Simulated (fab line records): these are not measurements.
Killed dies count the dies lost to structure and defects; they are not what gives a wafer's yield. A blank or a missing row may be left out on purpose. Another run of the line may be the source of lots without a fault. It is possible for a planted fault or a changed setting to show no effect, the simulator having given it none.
Chamber matching || flow gf180mcu || GF_V5_CVD_00 on hdpcvd-02 has 3 sister chambers
The step deposits SiO2, target thk 300 nm, time 50 s. 18 wafers are shown with their chamber, then 9 later ones without.

## WAFERS WITH THEIR CHAMBER
{"wafer": "L645.2", "chamber": 2, "sih4_flow_sccm (sccm)": 60.13}
{"wafer": "L645.5", "chamber": 1, "sih4_flow_sccm (sccm)": 60.29}
{"wafer": "L645.6", "chamber": 0, "sih4_flow_sccm (sccm)": 59.94}
{"wafer": "L649.3", "chamber": 2, "sih4_flow_sccm (sccm)": 60.23}
{"wafer": "L649.4", "chamber": 0, "sih4_flow_sccm (sccm)": 60.35}
{"wafer": "L649.5", "chamber": 2, "sih4_flow_sccm (sccm)": 60.37}
{"wafer": "L650.1", "chamber": 2, "sih4_flow_sccm (sccm)": 60.03}
{"wafer": "L650.4", "chamber": 1, "sih4_flow_sccm (sccm)": 60.16}
{"wafer": "L650.5", "chamber": 2, "sih4_flow_sccm (sccm)": 60.00}
{"wafer": "L658.1", "chamber": 0, "sih4_flow_sccm (sccm)": 59.97}
{"wafer": "L658.4", "chamber": 2, "sih4_flow_sccm (sccm)": 60.14}
{"wafer": "L658.6", "chamber": 1, "sih4_flow_sccm (sccm)": 60.11}
{"wafer": "L660.2", "chamber": 0, "sih4_flow_sccm (sccm)": 60.20}
{"wafer": "L660.4", "chamber": 0, "sih4_flow_sccm (sccm)": 59.95}
{"wafer": "L660.5", "chamber": 1, "sih4_flow_sccm (sccm)": 59.67}
{"wafer": "L661.2", "chamber": 1, "sih4_flow_sccm (sccm)": 60.08}
{"wafer": "L661.3", "chamber": 2, "sih4_flow_sccm (sccm)": 60.37}
{"wafer": "L661.6", "chamber": 1, "sih4_flow_sccm (sccm)": 60.05}

SIGNATURES (averages over the wafers above)
{"reading": "sih4_flow_sccm", "chamber 0": 60.0820, "chamber 1": 60.0600, "chamber 2": 60.1814, "scatter within a chamber": 0.18}
Rule: distance of a wafer from a chamber = root of the sum over the readings of ((wafer's reading minus chamber's mean) / reading's scatter) squared. The wafer belongs to the nearest chamber; if the next one is less than 2 further off, it can't be placed. The scatter is the square root of a quotient: the sum, over the shown wafers, of each reading's squared deviation from its chamber's mean, divided by wafers minus chambers.

## WAFERS WHOSE CHAMBER IS MISSING
{"wafer": "L662.1", "sih4_flow_sccm (sccm)": 60.16}
{"wafer": "L662.4", "sih4_flow_sccm (sccm)": 59.65}
{"wafer": "L662.5", "sih4_flow_sccm (sccm)": 59.99}
{"wafer": "L665.1", "sih4_flow_sccm (sccm)": 60.39}
{"wafer": "L665.2", "sih4_flow_sccm (sccm)": 60.06}
{"wafer": "L665.5", "sih4_flow_sccm (sccm)": 60.32}
{"wafer": "L664.1", "sih4_flow_sccm (sccm)": 59.81}
{"wafer": "L664.2", "sih4_flow_sccm (sccm)": 59.82}
{"wafer": "L664.3", "sih4_flow_sccm (sccm)": 59.81}

## EACH ONE'S CHAMBER
{"wafer": "L662.1", "from the rows above": "can't be placed: 2 or 0 or 1", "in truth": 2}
{"wafer": "L662.4", "from the rows above": "can't be placed: 1 or 0 or 2", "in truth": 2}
{"wafer": "L662.5", "from the rows above": "can't be placed: 1 or 0 or 2", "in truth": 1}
{"wafer": "L665.1", "from the rows above": "can't be placed: 2 or 0 or 1", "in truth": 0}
{"wafer": "L665.2", "from the rows above": "can't be placed: 1 or 0 or 2", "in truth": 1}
{"wafer": "L665.5", "from the rows above": "can't be placed: 2 or 0 or 1", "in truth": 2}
{"wafer": "L664.1", "from the rows above": "can't be placed: 1 or 0 or 2", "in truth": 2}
{"wafer": "L664.2", "from the rows above": "can't be placed: 1 or 0 or 2", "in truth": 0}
{"wafer": "L664.3", "from the rows above": "can't be placed: 1 or 0 or 2", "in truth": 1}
0 of 9 placed correctly. Unplaceable from these rows: 9, with the true chamber sitting among the candidates in 9. Placed wrongly: 0.
